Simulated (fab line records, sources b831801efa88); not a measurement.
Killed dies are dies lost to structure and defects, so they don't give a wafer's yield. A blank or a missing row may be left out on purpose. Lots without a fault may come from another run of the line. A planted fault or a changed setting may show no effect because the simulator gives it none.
Chamber matching | flow sky130 | SKY_CAP2M_CVD_00 on pecvd-01: 3 sister chambers
The step deposits SiO2, target thk 15.5 nm. 3 wafers are shown with their chamber, then 7 later ones without.

WAFERS WITH THEIR CHAMBER
wafer  | chamber | heater_power_w (W)
L082.3 | 1       | 808
L082.6 | 0       | 727
L083.5 | 2       | 666

WAFERS WITHOUT THEIR CHAMBER
wafer  | heater_power_w (W)
L083.6 | 712
L085.1 | 638
L085.2 | 766
L085.3 | 744
L090.1 | 799
L090.2 | 705
L090.3 | 686

WHICH CHAMBER EACH WENT THROUGH
wafer  | from the rows above     | in truth
L083.6 | can't be placed: 0 or 2 | 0
L085.1 | 2                       | 2
L085.2 | can't be placed: 0 or 1 | 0
L085.3 | 0                       | 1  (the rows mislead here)
L090.1 | 1                       | 1
L090.2 | can't be placed: 0 or 2 | 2
L090.3 | can't be placed: 2 or 0 | 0
Placed correctly: 2 of 7. Can't be placed from these rows: 4 (the true chamber is among the candidates in 4). Placed wrongly: 1.
How it was worked out, from the rows above alone: a wafer's distance from a chamber is the root of the sum, over the readings, of the square of ((its reading less the chamber's mean) divided by the reading's scatter). The wafer belongs to the nearest chamber; if the next one is less than 2 further off, it can't be placed. A chamber's mean is the mean of its shown wafers. The scatter: with one shown wafer a chamber, the root of the mean of the squares of how far each hidden wafer lies from its nearest shown one.
